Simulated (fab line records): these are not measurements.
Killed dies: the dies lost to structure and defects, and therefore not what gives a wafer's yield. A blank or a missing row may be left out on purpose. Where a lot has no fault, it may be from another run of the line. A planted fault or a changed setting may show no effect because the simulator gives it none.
Commonality check across tools	flow gf180mcu	Sample size 11 lots and 33 wafers

REASON FOR OPENING
At GF_V1_THK_MEAS_03 the reading V1_CVD_02_THK is flagged on 2 of 11 lots. Wafers without a fault read 848 nm, standard deviation 10.
Rule: flag the lot when none of its wafers has a number, or when each of its wafers that has one lies beyond 4 standard deviations from that mean. The rest of the lots are taken to be sound.

lot	measured	on	V1_CVD_02_THK (nm), wafer by wafer	flag
L765	day 16 19:11	film-metro-01	848 855 855	
L768	day 18 01:16	film-metro-03	836 846 844	
L769	day 18 11:43	film-metro-02	819 833 840	
L771	day 19 14:11	film-metro-02	862 849 858	
L772	day 19 22:11	film-metro-03	840 849 860	
L773	day 20 04:17	film-metro-03	846 862 854	
L782	day 23 09:59	film-metro-03	908 915 924	FLAGGED
L783	day 23 23:56	film-metro-03	928 918 931	FLAGGED
L784	day 24 05:34	film-metro-02	847 853 845	
L786	day 24 18:31	film-metro-03	850 841 855	
L787	day 25 01:31	film-metro-01	831 860 851	
The numbers of the flagged lots are 921 nm on average: +73 nm against the usual, or +7 standard deviations.

WHICH TOOL EACH LOT WENT THROUGH
The record holds 1 process step before the reading, out of a route of 602 steps. Cell contents, in order: the tool; ch with the chambers the sampled wafers went through; the start.
lot	flag	GF_V1_CVD_02
L765		pecvd-03 ch 0,2, day 16 19:07
L768		pecvd-02 ch 0,1, day 18 01:11
L769		pecvd-02 ch 0,1, day 18 11:39
L771		pecvd-03 ch 0,1,2, day 19 14:07
L772		pecvd-04 ch 0,2, day 19 22:07
L773		pecvd-03 ch 1,2, day 20 04:13
L782	FLAGGED	pecvd-02 ch 0,1, day 23 09:53
L783	FLAGGED	pecvd-02 ch 0,1, day 23 23:52
L784		pecvd-03 ch 0,1,2, day 24 05:30
L786		pecvd-03 ch 0,2, day 24 18:26
L787		pecvd-04 ch 0,1,2, day 25 01:27
What the steps here do:
- GF_V1_CVD_02: deposits SiO2 from TEOS, target thk 850 nm, time 94.851 s.
- GF_V1_THK_MEAS_03

FLAGGED OVER TOTAL, TOOL BY TOOL (the gauges that took the reading come last)
step	tool	lots run	flagged	share of the flagged lots	sound lots run after its first flagged lot
GF_V1_CVD_02	pecvd-02	4	2	all	0
GF_V1_CVD_02	pecvd-03	5	0	none	-
GF_V1_CVD_02	pecvd-04	2	0	none	-
GF_V1_THK_MEAS_03	film-metro-01	2	0	none	-
GF_V1_THK_MEAS_03	film-metro-02	3	0	none	-
GF_V1_THK_MEAS_03	film-metro-03	6	2	all	1 (L786)

WHAT THE TABLE ALLOWS
Every flagged lot went through 2 rows of the table: pecvd-02 at GF_V1_CVD_02 and film-metro-03 at GF_V1_THK_MEAS_03.
- pecvd-02 at GF_V1_CVD_02 ran 4 lots, 2 of them flagged. A fault beginning between L769 (day 18 11:39), its last sound lot, and L782 (day 23 09:53), its first flagged one, fits the data. Its own readings lie more than 4 standard deviations out on every wafer of the flagged lots: run-length-s.
- film-metro-03 at GF_V1_THK_MEAS_03 ran 6 lots, 2 of them flagged. Sound lots followed the first flagged one (L786) on it, something a lasting fault affecting the whole tool could not allow.
One tool is left: pecvd-02 at GF_V1_CVD_02.

WHAT THE SIMULATOR PUT IN
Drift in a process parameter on pecvd-02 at GF_V1_CVD_02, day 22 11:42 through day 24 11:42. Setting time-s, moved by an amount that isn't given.
Shown lots that were struck: L782, L783. Same finding as the rule above.
